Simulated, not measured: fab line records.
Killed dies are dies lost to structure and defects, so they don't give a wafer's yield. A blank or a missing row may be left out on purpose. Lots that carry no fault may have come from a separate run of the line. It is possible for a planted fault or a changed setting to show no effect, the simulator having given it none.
A single fault, viewed from 2 desks ; flow sky130 ; every desk sees just its own numbers, and what lay behind them comes last

FOR THE TOOL OWNER'S DESK: wetBench-01
The tool's own readings at SKY_FIELD_ISO_WET_ETCH_21 (etches SiO2 in dHF, target depth 20 nm, time 400 s): means of the sampled wafers that have a number, for each lot that ran on this tool. The brackets show how far a lot's mean lies from the usual mean; more than 4 standard deviations puts the lot out of limits, marked OUT.
Columns: A = bathHeatDutyPct at SKY_FIELD_ISO_WET_ETCH_21, usual 6.5 %; B = runLengthS at SKY_FIELD_ISO_WET_ETCH_21, usual 427 s; C = tempC at SKY_FIELD_ISO_WET_ETCH_21, usual 25.01 C
lot;first seen here;A;B;C
L166;day 2 07:05;6.5;424;24.99
L169;day 2 20:41;6.7;425;25.09
L170;day 3 02:47;6.6;426;25.01
L175;day 4 03:50;6.4;425;24.82
L176;day 4 10:09;6.8;434;24.94
L185;day 6 06:53;6.7;387 (-12) OUT;24.85
L186;day 6 16:59;6.1;381 (-14) OUT;24.97
This desk's finding: out of limits on L185, L186; first on L185, day 6 06:53 (runLengthS at SKY_FIELD_ISO_WET_ETCH_21). In limits: L166, L169, L170, L175, L176.

FROM THE METROLOGY DESK
What the gauges read for every lot (on any tool): the sampled wafers with a number, averaged. The brackets show how far a lot's mean lies from the usual mean; more than 4 standard deviations puts the lot out of limits, marked OUT.
Columns: A = FIELD_ISO_OXIDATION_00_THK at SKY_FIELD_ISO_THK_MEAS_02, usual 12.17 nm; B = LDD_LDN_OVL at SKY_LDD_LDN_OVL_MEAS_07, usual 0.8 nm
lot;first seen here;A;B
L166;day 1 11:41;12.39;1.4
L167;day 1 16:42;11.86;-1.6
L169;day 2 02:57;11.98;2.3
L170;day 2 08:31;12.22;1.2
L171;day 2 13:29;12.55;0.8
L173;day 3 00:04;12.22;0.2
L174;day 3 03:38;12.02;2.8
L175;day 3 08:38;12.44;1.3
L176;day 3 13:38;11.99;-1.0
L185;day 5 10:38;12.05;4.0
L186;day 5 20:07;12.06;1.1
L187;day 6 03:07;12.24;0.5
L189;day 6 14:07;12.08;1.2
Finding of this desk: none of the 13 lots has anything out of limits.

PUT TOGETHER
An alarm could have come from the tool owner's desk at day 6 06:53, on L185, L186.
Nothing out of limits was seen by the metrology desk.
The metrology desk has L185, L186 on record, within its limits.
Every lot named ran SKY_FIELD_ISO_WET_ETCH_21 on wetBench-01.

WHAT THE SIMULATOR HAD INSERTED
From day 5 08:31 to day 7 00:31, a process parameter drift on wetBench-01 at SKY_FIELD_ISO_WET_ETCH_21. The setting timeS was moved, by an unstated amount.
Struck lots among those shown: L185, L186.
Each desk's first reading out of limits, in hours after the fault started: the tool owner's desk, 22.
